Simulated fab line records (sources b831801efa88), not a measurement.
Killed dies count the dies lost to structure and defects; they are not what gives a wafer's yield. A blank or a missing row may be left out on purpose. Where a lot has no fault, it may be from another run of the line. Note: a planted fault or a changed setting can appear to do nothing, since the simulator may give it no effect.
fab line records	flow sky130
[record] lots = 6	wafers = 18	last-day = 49
route steps=708 shown METAL5@671 PASSIVATION@681 PAD_OPEN@694
lots with no fault: from the same line, run without faults
start-h: the number of hours between the record's first day and the start of the first shown wafer of the lot	wait-h: time in hours since the lot's previous step	" repeats the value in the row above	L1.1+2: a row that stands for several wafers	- no value, or no start given	* or withheld: withheld	< > ~ a bound
route shown NAME@n: NAME is a module with steps in the file, n the number in the route of the first one	usual: average and standard deviation across the fault-free wafers	same: alike in all rows	chamber/n: place in a boat	sites: each site's reading	_std_site: the values' standard deviation	_edge_site: inner sites' mean taken away from outer sites' mean	radius-mm: how far each site lies from the wafer's centre	mask NAME#n: copy n	behind: the tool/chamber that last shaped the wafer	hold: what put the lot on hold/how long, in hours/how the hold closed	device: the transistor (n, p or np) that didn't switch	end of line: at the end of the route, the tests of the same wafers	where a step has no rows: the recipe by itself	killed: not the wafer's yield, but the dies lost to structure and defects at the first sort	map: shows each die of a wafer: x if killed, . if not, _ if none is there
set.NAME: setting as actually run; set.NAME@STEP: the setting as run at that earlier step	model.NAME: the simulator's own value behind a step, which no gauge read
lots at selected steps of the route; one table per step, one row per wafer
services: from which hour (start-h, from the record's first day; less than 0 if before it) a tool's chamber was out of use, for how many hours, and why
[[steps]]
[step SKY_METAL5_SOFTBAKE_10]
[recipe] temp-c = 90	time-s = 60	resist = NOVOLAK
[step SKY_METAL5_EXPOSE_11]
[recipe] mask-id = MM5	na = 0.6	source-shape = conventional	sigma-outer = 0.6	polarization = unpolarized	target-cd-nm = 1600	dose-mj = 190
[step SKY_METAL5_PEB_12]
[recipe] temp-c = withheld	time-s = *	resist = NOVOLAK
[step SKY_METAL5_DEVELOP_13]
[recipe] resist = NOVOLAK	developer = TMAH	develop-time-s = 60	dev-temp-c = 23
[step SKY_METAL5_DESCUM_14]
[recipe] chemistry = O2	source-power-w = 150	bias-power-w = 0	pressure-mtorr = 10	temp-c = 40	time-s = 11
[usual] drypump-motor-current-A = 5.97/0.21	oes-product-au = 0.998/0.01
lot.wafer	tool	chamber	start-h	wait-h	drypump-motor-current-A	oes-product-au	rf-hours-counter-h
L771.1	rie-metal-03	0	1055.18	0.1	5.92	1.009	17
L771.4	"	0	"	"	5.90	1.009	-
L771.6	"	0	"	"	5.89	1.018	-
L773.2	rie-metal-04	1	1067.88	0.1	5.96	0.992	19
L773.5	"	1	"	"	5.97	1.000	-
L773.6	"	0	"	"	6.37	1.007	-
L779.1	rie-metal-04	1	1106.13	0.1	5.98	1.010	22
L779.5	"	1	"	"	6.00	1.011	-
L779.6	"	0	"	"	6.38	1.012	-
L780.1	rie-metal-03	0	1118.78	0.1	5.92	0.991	22
L780.2	"	1	"	"	5.87	0.982	27
L780.3	"	0	"	"	5.92	0.990	-
L784.3	rie-metal-02	0	1132.99	0.1	5.92	0.993	-
L784.4	"	1	"	"	5.70	0.999	-
L784.6	"	0	"	"	5.90	0.997	-
L785.2	rie-metal-02	1	1137.11	0.1	5.71	1.003	17
L785.4	"	0	"	"	5.90	0.988	-
L785.5	"	0	"	"	5.89	0.990	-
[step SKY_METAL5_METAL_ETCH_15]
[recipe] target-depth-a = 12600	stop-on = SiO2	over-etch-frac = 0.2	time-s = 252	chemistry = Cl2/BCl3	resist-sidewall-deg = 86	pressure-mtorr = 10	icp-w = 900	bias-w = 48.5	Cl2_flow_sccm = 60	bcl3-flow-sccm = 30
[usual] bcl3-flow-sccm = 29.99/0.084	drypump-motor-current-A = 5.97/0.21	mfc-cl2-sccm = 60.02/0.19	oes-product-au = 0.893/0.0053	throttle-valve-pct = 22.265/0.0081
lot.wafer	tool	chamber	start-h	wait-h	bcl3-flow-sccm	drypump-motor-current-A	mfc-cl2-sccm	oes-product-au	rf-hours-counter-h	throttle-valve-pct
L771.1	rie-metal-03	0	1055.21	0.0	30.00	5.90	60.08	0.894	17	22.263
L771.4	"	0	"	"	30.00	5.93	60.16	0.889	-	22.277
L771.6	"	0	"	"	29.90	5.90	60.02	0.902	-	22.267
L773.2	rie-metal-04	1	1067.91	0.0	29.95	5.93	60.08	0.894	19	22.263
L773.5	"	1	"	"	29.83	5.95	60.09	0.901	-	22.250
L773.6	"	0	"	"	29.95	6.39	60.01	0.897	-	22.260
L779.1	rie-metal-04	1	1106.16	0.0	30.02	5.99	59.89	0.896	22	22.265
L779.5	"	1	"	"	30.01	6.02	59.74	0.899	-	22.272
L779.6	"	0	"	"	30.00	6.37	59.80	0.897	-	22.267
L780.1	rie-metal-03	0	1118.81	0.0	29.95	5.90	60.01	0.893	22	22.258
L780.2	"	1	"	"	30.16	5.83	59.69	0.896	27	22.251
L780.3	"	0	"	"	29.97	5.89	60.05	0.881	-	22.265
L784.3	rie-metal-02	0	1133.09	0.1	29.92	5.89	59.96	0.890	-	22.258
L784.4	"	1	"	"	30.06	5.72	59.98	0.892	-	22.260
L784.6	"	0	"	"	29.89	5.88	60.15	0.896	-	22.265
L785.2	rie-metal-02	1	1137.15	0.0	30.01	5.69	60.16	0.904	17	22.260
L785.4	"	0	"	"	29.92	5.92	60.23	0.887	-	22.265
L785.5	"	0	"	"	29.96	5.90	60.36	0.895	-	22.244
[step SKY_METAL5_STRIP_16]
[recipe] chemistry = O2/N2	power-w = 1400	pressure-mtorr = 1500	platen-temp-c = withheld	o2-flow-sccm = 3000	n2-flow-sccm = 300	overash-fraction = 0.5
[usual] drypump-motor-current-A = 6.27/0.21	oes-product-au = 0.711/0.0046	strip-time-to-endpoint-s = 13.10/0.16
lot.wafer	tool	chamber	start-h	wait-h	drypump-motor-current-A	oes-product-au	rf-hours-counter-h	strip-time-to-endpoint-s
L771.1	plasma-asher-01	0	1055.45	0.2	6.05	0.711	94	13.17
L771.4	"	1	"	"	6.40	0.710	-	13.18
L771.6	"	1	"	"	6.38	0.708	-	13.23
L773.2	plasma-asher-02	1	1068.15	0.2	6.08	0.713	30	12.85
L773.5	"	1	"	"	6.10	0.712	-	12.98
L773.6	"	0	"	"	6.71	0.709	-	12.92
L779.1	plasma-asher-03	1	1106.40	0.2	6.27	0.710	4	13.17
L779.5	"	0	"	"	6.20	0.715	-	13.08
L779.6	"	1	"	"	6.28	0.720	-	13.07
L780.1	plasma-asher-01	1	1119.05	0.2	6.37	0.716	101	13.23
L780.2	"	0	"	"	6.02	0.704	101	13.38
L780.3	"	1	"	"	6.38	0.708	-	13.21
L784.3	plasma-asher-02	1	1133.28	0.1	6.07	0.708	-	13.37
L784.4	"	0	"	"	6.71	0.709	-	13.16
L784.6	"	1	"	"	6.05	0.711	-	13.28
L785.2	plasma-asher-02	1	1137.38	0.2	6.09	0.701	37	13.14
L785.4	"	1	"	"	6.11	0.713	-	13.25
L785.5	"	0	"	"	6.70	0.710	-	13.26
[step SKY_METAL5_STRIP_17]
[recipe] chemistry = post-etch-residue-remover	time-s = 1200	temp-c = 72.5
[step SKY_METAL5_CLEAN_18]
[recipe] chemistry = IPA	time-s = 180	temp-c = 25
[step SKY_METAL5_CLEAN_19]
[recipe] chemistry = O3/DIW	dry = n2-spin
[step SKY_PASSIVATION_CVD_00]
[recipe] material = SiO2	target-thk-nm = 90	temp-c = 400	time-s = withheld	rf-w = 600
[usual] heater-power-w = 681/68	rf-fwd-power-W = 588.0/2.8
lot.wafer	tool	chamber	start-h	wait-h	heater-power-w	rf-fwd-power-W
L771.1	pecvd-02	0	1056.14	0.0	658	584.7
L771.4	"	1	"	"	602	582.9
L771.6	"	0	"	"	663	587.6
L773.2	pecvd-02	1	1068.74	0.0	691	586.0
L773.5	"	1	"	"	682	585.5
L773.6	"	0	"	"	691	588.8
L779.1	pecvd-01	0	1106.99	0.0	581	590.9
L779.5	"	2	"	"	670	592.8
L779.6	"	1	"	"	623	589.6
L780.1	pecvd-02	0	1119.69	0.0	658	585.2
L780.2	"	1	"	"	607	585.0
L780.3	"	2	"	"	646	585.7
L784.3	pecvd-04	2	1134.28	0.0	682	587.1
L784.4	"	1	"	"	694	589.1
L784.6	"	0	"	"	711	593.8
L785.2	pecvd-04	0	1137.98	0.0	707	595.2
L785.4	"	2	"	"	588	589.3
L785.5	"	0	"	"	718	594.8
[step SKY_PASSIVATION_THK_MEAS_01]
[recipe] reads = SiO2_of_PASSIVATION_CVD_00
[usual] PASSIVATION_CVD_00_THK = 90.4/1.2
lot.wafer	tool	chamber	start-h	wait-h	PASSIVATION_CVD_00_THK[nm]
L771.1	film-metro-01	-	1056.16	-	87.5
L771.4	"	-	"	"	90.3
L771.6	"	-	"	"	90.3
L773.2	film-metro-02	-	1068.78	-	88.3
L773.5	"	-	"	"	89.6
L773.6	"	-	"	"	90.7
L779.1	film-metro-01	-	1107.02	-	89.2
L779.5	"	-	"	"	91.5
L779.6	"	-	"	"	91.7
L780.1	film-metro-02	-	1119.71	-	89.6
L780.2	"	-	"	"	90.1
L780.3	"	-	"	"	90.9
L784.3	film-metro-03	-	1134.32	-	89.3
L784.4	"	-	"	"	91.4
L784.6	"	-	"	"	91.2
L785.2	film-metro-02	-	1138.01	-	88.7
L785.4	"	-	"	"	90.0
L785.5	"	-	"	"	90.9
[step SKY_PASSIVATION_CVD_02]
[recipe] material = Si3N4	target-thk-nm = 540	temp-c = 400	time-s = withheld	rf-w = 450
[usual] heater-power-w = 736/69	rf-fwd-power-W = 449.3/1.4
lot.wafer	tool	chamber	start-h	wait-h	heater-power-w	rf-fwd-power-W	model.Si3N4_of_PASSIVATION_CVD_02.thk-nm
L771.1	pecvd-01	2	1056.22	0.1	722	451.6	527.9
L771.4	"	2	"	"	601	450.2	538.2
L771.6	"	1	"	"	683	445.2	547.6
L773.2	pecvd-04	0	1068.83	0.0	864	449.3	538.5
L773.5	"	1	"	"	850	448.1	551.4
L773.6	"	0	"	"	892	449.3	544
L779.1	pecvd-04	2	1107.08	0.1	735	628.4	586.8
L779.5	"	0	"	"	778	628.5	594.9
L779.6	"	2	"	"	630	629.1	602.6
L780.1	pecvd-04	2	1119.77	0.1	699	628.8	586.8
L780.2	"	0	"	"	783	630.8	588.4
L780.3	"	1	"	"	671	630.4	592.6
L784.3	pecvd-01	0	1134.36	0.0	705	448.2	542.6
L784.4	"	1	"	"	680	449.3	546.8
L784.6	"	0	"	"	748	449.6	547.4
L785.2	pecvd-01	1	1138.06	0.0	644	447.4	540.1
L785.4	"	2	"	"	607	447.7	534.7
L785.5	"	1	"	"	679	449.6	540.8
[step SKY_PASSIVATION_THK_MEAS_03]
[recipe] reads = Si3N4_of_PASSIVATION_CVD_02
[usual] PASSIVATION_CVD_02_THK = 541/6.6
lot.wafer	tool	chamber	start-h	wait-h	PASSIVATION_CVD_02_THK[nm]
L771.1	film-metro-01	-	1056.45	-	528
L771.4	"	-	"	"	538
L771.6	"	-	"	"	548
L773.2	film-metro-03	-	1069.06	-	538
L773.5	"	-	"	"	551
L773.6	"	-	"	"	544
L779.1	film-metro-02	-	1107.41	-	587
L779.5	"	-	"	"	595
L779.6	"	-	"	"	603
L780.1	film-metro-02	-	1119.99	-	587
L780.2	"	-	"	"	589
L780.3	"	-	"	"	592
L784.3	film-metro-03	-	1134.60	-	542
L784.4	"	-	"	"	547
L784.6	"	-	"	"	547
L785.2	film-metro-02	-	1138.30	-	540
L785.4	"	-	"	"	535
L785.5	"	-	"	"	541
[step SKY_PASSIVATION_DEHYDRATE_04]
[recipe] temp-c = 200	time-s = 60
[step SKY_PASSIVATION_HMDS_05]
[recipe] prime-time-s = 60	prime-temp-c = 120
[step SKY_PASSIVATION_COAT_06]
[recipe] spin-rpm = 2000	resist-thk-nm = 3000
[step SKY_PASSIVATION_SOFTBAKE_07]
[recipe] temp-c = 110	time-s = withheld
[step SKY_PASSIVATION_EXPOSE_08]
[recipe] mask-id = NSM	target-cd-nm = 3000	na = 0.57	dose-mj = 260
[step SKY_PASSIVATION_PEB_09]
[recipe] temp-c = 115	time-s = withheld
[step SKY_PASSIVATION_DEVELOP_10]
[recipe] develop-time-s = 60	dev-temp-c = 23
[step SKY_PASSIVATION_ETCH_11]
[recipe] chemistry = CF4/O2	target-depth-nm = 725	stop-on = AlCu	source-w = 776.1	bias-w = 150	pressure-mtorr = 150	cf4-flow-sccm = 80	O2_flow_sccm = 10	time-s = 161.1
[usual] drypump-motor-current-A = 5.5/0.62	oes-product-au = 0.973/0.0065	throttle-valve-pct = 5.964/0.0089
lot.wafer	tool	chamber	start-h	wait-h	drypump-motor-current-A	oes-product-au	rf-hours-counter-h	throttle-valve-pct	model.etch.depth-nm	model.PASSIVATION.feature-depth-nm
L771.1	rie-diel-04	3	1077.62	-	5.6	0.957	4	5.979	690.5	690.5
L771.4	"	1	"	"	5.1	0.968	26	5.953	700.5	700.5
L771.6	"	0	"	"	5.7	0.969	-	5.967	701.1	701.1
L773.2	rie-diel-04	0	1089.72	-	5.7	0.967	3	5.966	702.2	702.2
L773.5	"	2	"	"	5.0	0.982	-	5.962	708	708
L773.6	"	3	"	"	5.6	0.977	-	5.969	708.7	708.7
L779.1	rie-diel-04	1	1126.62	-	5.1	0.988	28	5.966	714.6	714.6
L779.5	"	3	"	"	5.6	0.982	-	5.956	701.6	701.6
L779.6	"	2	"	"	5.0	0.968	-	5.952	694.2	694.2
L780.1	rie-diel-03	0	1138.96	-	5.1	0.990	5	5.966	715.1	715.1
L780.2	"	3	"	"	5.2	0.971	19	5.961	697.1	697.1
L780.3	"	1	"	"	4.8	0.974	19	5.966	700.8	700.8
L784.3	rie-diel-03	1	1152.92	-	4.8	0.973	19	5.959	707.2	707.2
L784.4	"	3	"	"	5.2	0.960	20	5.962	693.3	693.3
L784.6	"	2	"	"	5.0	0.973	-	5.956	705	705
L785.2	rie-diel-03	0	1156.66	-	5.1	0.973	6	5.973	703.4	703.4
L785.4	"	2	"	"	5.0	0.976	11	5.973	699.4	699.4
L785.5	"	3	"	"	5.2	0.977	-	5.957	702.8	702.8
[step SKY_PASSIVATION_STRIP_12]
[recipe] chemistry = O2/N2	power-w = 1400	pressure-mtorr = 1500	platen-temp-c = withheld	overash-fraction = 0.7	o2-flow-sccm = 3000	n2-flow-sccm = 300
[step SKY_PAD_OPEN_DEHYDRATE_00]
[recipe] temp-c = 200	time-s = 60
[step SKY_PAD_OPEN_HMDS_01]
[recipe] prime-time-s = 60	prime-temp-c = 120
[step SKY_PAD_OPEN_COAT_02]
[recipe] spin-rpm = 2000	resist-thk-nm = 3000
[step SKY_PAD_OPEN_SOFTBAKE_03]
[recipe] temp-c = 110	time-s = withheld
[step SKY_PAD_OPEN_EXPOSE_04]
[recipe] mask-id = PDM	target-cd-nm = 60000	na = 0.57	dose-mj = 260
[step SKY_PAD_OPEN_PEB_05]
[recipe] temp-c = 115	time-s = withheld
[step SKY_PAD_OPEN_DEVELOP_06]
[recipe] develop-time-s = 58.61	dev-temp-c = 23
[step SKY_PAD_OPEN_ETCH_07]
[recipe] chemistry = CF4/O2	target-depth-nm = 725	stop-on = AlCu	source-w = 800	bias-w = 150	pressure-mtorr = 150	cf4-flow-sccm = 80	O2_flow_sccm = 10	time-s = 161.1
[usual] drypump-motor-current-A = 5.3/0.41	oes-product-au = 0.979/0.0071	throttle-valve-pct = 5.965/0.0093
lot.wafer	tool	chamber	start-h	wait-h	drypump-motor-current-A	oes-product-au	rf-hours-counter-h	throttle-valve-pct	model.etch.depth-nm	model.PAD_OPEN.feature-depth-nm
L771.1	rie-diel-03	0	1098.08	-	5.1	0.971	4	5.952	690.5	690.5
L771.4	"	1	"	"	4.8	0.970	17	5.963	703.5	703.5
L771.6	"	0	"	"	5.1	0.995	-	5.979	712.8	712.8
L773.2	rie-diel-03	1	1110.22	-	4.8	0.975	18	5.956	702.2	702.2
L773.5	"	3	"	"	5.2	0.983	-	5.969	710.5	710.5
L773.6	"	2	"	"	5.0	0.983	-	5.945	709.6	709.6
L779.1	rie-diel-04	2	1145.02	-	5.0	0.997	22	5.979	731.4	731.4
L779.5	"	2	"	"	5.0	0.995	-	5.972	724.4	724.4
L779.6	"	1	"	"	5.1	0.969	-	5.961	694.2	694.2
L780.1	rie-diel-03	2	1157.38	-	5.0	1.005	11	5.979	729.4	729.4
L780.2	"	3	"	"	5.2	0.994	20	5.979	711.7	711.7
L780.3	"	1	"	"	4.9	1.004	19	5.977	721.8	721.8
L784.3	rie-diel-04	0	1170.13	-	5.7	0.980	6	5.954	707.2	707.2
L784.4	"	2	"	"	5.0	0.981	-	5.970	712.2	712.2
L784.6	"	1	"	"	5.1	0.985	-	5.982	712.8	712.8
L785.2	rie-diel-04	1	1174.22	-	5.1	0.975	29	5.974	703.4	703.4
L785.4	"	1	"	"	5.1	0.978	-	5.957	699.4	699.4
L785.5	"	0	"	"	5.7	0.986	-	5.962	706.4	706.4
[step SKY_PAD_OPEN_STRIP_08]
[recipe] chemistry = O2/N2	power-w = 1400	pressure-mtorr = 1500	platen-temp-c = withheld	overash-fraction = 0.7	o2-flow-sccm = 3000	n2-flow-sccm = 300
[usual] drypump-motor-current-A = 6.16/0.25	oes-product-au = 0.663/0.0045	strip-time-to-endpoint-s = 37.12/0.1
lot.wafer	tool	chamber	start-h	wait-h	drypump-motor-current-A	oes-product-au	rf-hours-counter-h	strip-time-to-endpoint-s
L771.1	plasma-asher-03	1	1098.18	0.1	6.30	0.663	3	36.88
L771.4	"	1	"	"	6.29	0.664	-	36.98
L771.6	"	0	"	"	6.21	0.663	-	36.92
L773.2	plasma-asher-04	1	1110.32	0.1	5.88	0.666	69	37.28
L773.5	"	0	"	"	5.76	0.663	-	37.15
L773.6	"	1	"	"	5.87	0.660	-	37.14
L779.1	plasma-asher-02	0	1145.13	0.1	6.70	0.663	38	37.11
L779.5	"	0	"	"	6.69	0.659	-	37.15
L779.6	"	1	"	"	6.07	0.657	-	37.17
L780.1	plasma-asher-04	0	1157.48	0.1	5.78	0.658	74	37.11
L780.2	"	1	"	"	5.89	0.658	74	37.08
L780.3	"	1	"	"	5.91	0.658	-	37.10
L784.3	plasma-asher-03	1	1170.27	0.1	6.30	0.657	-	37.02
L784.4	"	0	"	"	6.19	0.661	-	37.15
L784.6	"	1	"	"	6.30	0.664	-	37.01
L785.2	plasma-asher-03	0	1174.33	0.1	6.21	0.661	11	37.20
L785.4	"	1	"	"	6.28	0.655	-	37.18
L785.5	"	1	"	"	6.29	0.665	-	37.10
[step SKY_PAD_OPEN_STRIP_09]
[recipe] chemistry = post-etch-residue-remover	time-s = 1200	temp-c = 72.5
lot.wafer	tool	chamber	start-h	wait-h	model.Si3N4_of_PASSIVATION_CVD_02.thk-nm
L771.1	wet-bench-02	2	1098.28	0.1	527.6
L771.4	"	2	"	"	537.8
L771.6	"	2	"	"	547.2
L773.2	wet-bench-02	3	1110.42	0.1	538.1
L773.5	"	3	"	"	551.1
L773.6	"	3	"	"	543.6
L779.1	wet-bench-03	0	1145.23	0.1	586.5
L779.5	"	0	"	"	594.5
L779.6	"	0	"	"	602.2
L780.1	wet-bench-01	3	1157.68	0.2	586.5
L780.2	"	3	"	"	588.1
L780.3	"	3	"	"	592.2
L784.3	wet-bench-01	2	1170.33	0.0	542.3
L784.4	"	2	"	"	546.4
L784.6	"	2	"	"	547.1
L785.2	wet-bench-03	1	1174.43	0.1	539.7
L785.4	"	1	"	"	534.3
L785.5	"	1	"	"	540.4
[step SKY_PAD_OPEN_CLEAN_10]
[recipe] chemistry = IPA	time-s = 180	temp-c = 25
[step SKY_PAD_OPEN_PROBE_99]
[usual] defect-limited-yield = 82.7/1.7	killed_at_M0_to_M3 = 44/7.1	killed_at_M4_up = 3.3/1.8	killed-at-contacts = 23/5.5	killed-at-front-end = 15/4.5	killed-at-other = 0.2/0.48	killed-dies = 85/8.4	killed-open = 46/6.6	killed-short = 39/6.1	sort_bin_3_pad_short = 0.9/0.36	sort_bin_5_function = 10.3/1.4	sort_bin_6_memory = 6.2/1	sort-n-pass = 407/8.4	sort-yield-pct = 82.7/1.7
[same] gross-dies = 492	killed-at-back-side = 0	sort_bin_4_leakage[%] = 0	sort_bin_8_speed[%] = 0
lot.wafer	tool	chamber	start-h	wait-h	defect-limited-yield[%]	killed_at_M0_to_M3	killed_at_M4_up	killed-at-contacts	killed-at-front-end	killed-at-other	killed-dies	killed-open	killed-short	sort_bin_3_pad_short[%]	sort_bin_5_function[%]	sort_bin_6_memory[%]	sort-n-pass	sort-yield-pct[%]
L773.2	prober-02	-	1112.58	0.1	83.1	35	5	30	13	0	83	50	33	0.2	11.2	5.5	409	83.1
L773.5	prober-02	-	1112.73	0.2	82.5	42	5	29	10	0	86	50	36	1.4	9.3	6.7	406	82.5
L773.6	prober-02	-	1112.78	0.2	84.1	40	5	18	15	0	78	48	30	0.8	9.1	5.9	414	84.1
L779.1	prober-01	-	1147.37	0.1	81.7	42	7	26	15	0	90	49	41	1.0	10.4	6.9	402	81.7
L779.5	prober-01	-	1147.57	0.2	80.7	55	0	26	14	0	95	53	42	0.8	12.2	6.3	397	80.7
L779.6	prober-01	-	1147.62	0.2	87.2	34	3	16	10	0	63	35	28	0.6	7.9	4.3	429	87.2
// killed by level:class
L773.2 VIA1:geometric-particle:open=12 CONTACT:geometric-particle:open=12 LI_CONTACT:geometric-particle:open=6 LOCAL_INTERCONNECT:geometric-particle:short=6 VIA2:geometric-particle:open=5 METAL2:geometric-particle:short=5 FIELD_ISO:geometric-particle:open=4 VIA1:geometric-particle:short=4
L773.5 LI_CONTACT:geometric-particle:open=10 VIA1:geometric-particle:open=9 LOCAL_INTERCONNECT:geometric-particle:short=8 CONTACT:geometric-particle:open=7 VIA2:geometric-particle:open=6 METAL1:geometric-particle:short=4 VIA1:geometric-particle:short=4 VIA3:geometric-particle:open=4
L773.6 CONTACT:geometric-particle:open=8 VIA1:geometric-particle:open=8 VIA3:geometric-particle:open=7 FIELD_ISO:geometric-particle:open=6 VIA1:geometric-particle:short=6 VIA2:geometric-particle:open=5 LOCAL_INTERCONNECT:geometric-particle:short=4 FIELD_ISO:geometric-particle:short=3
L779.1 VIA1:geometric-particle:open=13 CONTACT:geometric-particle:open=11 VIA1:geometric-particle:short=7 METAL4:geometric-particle:short=7 CONTACT:geometric-particle:short=6 VIA2:geometric-particle:open=6 METAL2:geometric-particle:short=6 FIELD_ISO:geometric-particle:open=5
L779.5 VIA1:geometric-particle:open=16 CONTACT:geometric-particle:open=13 METAL2:geometric-particle:short=9 CONTACT:geometric-particle:short=7 VIA2:geometric-particle:open=6 VIA3:geometric-particle:open=5 POLY_GATE:geometric-particle:short=4 METAL1:geometric-particle:short=4
L779.6 VIA1:geometric-particle:open=12 CONTACT:geometric-particle:open=7 METAL1:geometric-particle:short=6 FIELD_ISO:geometric-particle:open=3 POLY_GATE:geometric-particle:open=3 LI_CONTACT:geometric-particle:open=3 LOCAL_INTERCONNECT:geometric-particle:short=3 VIA1:geometric-particle:short=3
[[services]]
tool	chamber	start-h	hours	kind
plasma-asher-01	-	1041.62	0.9	repair
plasma-asher-04	-	1042.08	2.2	repair
pecvd-04	1	1047.11	5.5	scheduled-down
plasma-asher-02	-	1051.52	14.6	pm
rie-diel-04	3	1052.15	9.6	repair
plasma-asher-03	-	1055.26	9.0	pm
plasma-asher-03	0	1055.26	9.0	vent-cycle
rie-diel-04	0	1055.44	20.7	repair
rie-metal-02	-	1059.97	0.2	repair
pecvd-01	-	1063.75	1.1	repair
pecvd-02	2	1064.89	4.6	repair
pecvd-01	2	1081.08	12.3	repair
rie-diel-03	-	1081.20	2.8	pm
plasma-asher-03	-	1086.30	1.7	repair
pecvd-04	1	1102.63	4.6	scheduled-down
plasma-asher-04	-	1103.84	2.8	pm
rie-metal-04	0	1139.26	3.7	repair
pecvd-02	-	1140.54	0.9	repair
rie-diel-03	3	1146.55	5.7	repair
rie-metal-04	-	1147.11	0.4	repair
wet-bench-01	-	1147.68	1.9	pm
rie-diel-03	0	1162.95	4.8	repair
rie-diel-04	3	1167.19	7.9	repair
pecvd-04	1	1174.42	2.1	scheduled-down
[[key]]
[first-sign] step = SKY_PASSIVATION_CVD_02	reading = rf-fwd-power-W	direction = up	sigmas = 99+	usual = 449.3	struck = 629.3
[effect] step = SKY_PASSIVATION_THK_MEAS_03	reading = PASSIVATION_CVD_02_THK	direction = up	sigmas = 7.8	usual = 541	struck = 592
[model-effect] step = SKY_PASSIVATION_CVD_02	value = Si3N4_of_PASSIVATION_CVD_02.thk-nm	without = 534.9	struck = 592
[model-effect] step = SKY_PASSIVATION_ETCH_11	value = etch.depth-nm	without = 699.4	struck = 703.9
[model-effect] step = SKY_PAD_OPEN_ETCH_07	value = etch.depth-nm	without = 700.2	struck = 718.8
[model-effect] step = SKY_PAD_OPEN_STRIP_09	value = Si3N4_of_PASSIVATION_CVD_02.thk-nm	without = 534.5	struck = 591.7
met-at SKY_PASSIVATION_CVD_02
struck-wafers L779.1,L779.5,L779.6,L780.1,L780.2,L780.3
onset-between 1068.83 1107.08
[fault] kind = process-parameter-drift	tool = pecvd-04	chamber = -	onset-h = 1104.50	steps = SKY_PASSIVATION_CVD_02	channel = rf-w	offset = 180	shape = step	end-h = 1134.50	acts-in = these-recipes-only	stated = 450
